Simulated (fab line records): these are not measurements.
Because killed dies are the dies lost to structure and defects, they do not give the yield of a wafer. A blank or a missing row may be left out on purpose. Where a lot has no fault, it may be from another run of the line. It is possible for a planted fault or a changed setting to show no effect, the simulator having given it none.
Which of the tools did it? :: flow gf180mcu :: 13 lots (37 wafers sampled), 1 step of a 602-step route

## WHAT THE GAUGES READ, wafer by wafer
GF_V2_THK_MEAS_03. Usual: V2_CVD_02_THK typically reads 853 nm, with standard deviation 12.
lot: L604
measured: day 19 06:36
on: filmMetro-02
V2_CVD_02_THK (nm): 852 852 834
flag: 

lot: L605
measured: day 19 19:52
on: filmMetro-03
V2_CVD_02_THK (nm): 858 850 854
flag: 

lot: L606
measured: day 20 05:10
on: filmMetro-02
V2_CVD_02_THK (nm): 867 864 873
flag: 

lot: L607
measured: day 20 16:27
on: filmMetro-02
V2_CVD_02_THK (nm): 858 856 849
flag: 

lot: L608
measured: day 20 17:54
on: filmMetro-03
V2_CVD_02_THK (nm): 838 827 840
flag: 

lot: L610
measured: day 21 10:25
on: filmMetro-03
V2_CVD_02_THK (nm): 851 860 874
flag: 

lot: L611
measured: day 21 17:35
on: filmMetro-04
V2_CVD_02_THK (nm): 859 873 873
flag: 

lot: L613
measured: day 22 13:15
on: filmMetro-03
V2_CVD_02_THK (nm): 870 864 872
flag: 

lot: L615
measured: day 23 15:46
on: filmMetro-02
V2_CVD_02_THK (nm): 838 849 845
flag: 

lot: L616
measured: day 23 17:05
on: filmMetro-04
V2_CVD_02_THK (nm): 843 854 855
flag: 

lot: L620
measured: day 26 04:37
on: filmMetro-03
V2_CVD_02_THK (nm): 833 837 830
flag: 

lot: L621
measured: day 26 05:56
on: filmMetro-03
V2_CVD_02_THK (nm): 855 861
flag: 

lot: L622
measured: day 26 20:19
on: filmMetro-04
V2_CVD_02_THK (nm): 848 860
flag: 

## EACH LOT AND THE TOOL THAT RAN IT (in order: tool; ch and the chambers of the sampled wafers; start)
There is no process step in the record ahead of these readings.

## WHAT THE TOOLS THEMSELVES READ (means of the sampled wafers that have a number; where no wafer has one, the mark that the record gives instead)
The record holds no such reading with a usual standard deviation.

## THE ANSWER, worked out from the rows above alone
Rule: take the mean of a lot's wafers that have a number; if it is more than 3 standard deviations from the usual mean, the lot is off. A lot without any number at a reading at which 4 lots or more have one is off too. Where the step has rows for the other lots, those lots are counted as sound. After the gauges, taken in route order, come the tools' own readings; for these a lot's mean is taken, as printed above. The first step at which some lot is off is used, and at that step the reading that is off furthest; a lot without a number counts as furthest.
Across all readings shown, no lot is off: no conclusion can be drawn from this.

## WHAT WAS PUT IN BY THE SIMULATOR
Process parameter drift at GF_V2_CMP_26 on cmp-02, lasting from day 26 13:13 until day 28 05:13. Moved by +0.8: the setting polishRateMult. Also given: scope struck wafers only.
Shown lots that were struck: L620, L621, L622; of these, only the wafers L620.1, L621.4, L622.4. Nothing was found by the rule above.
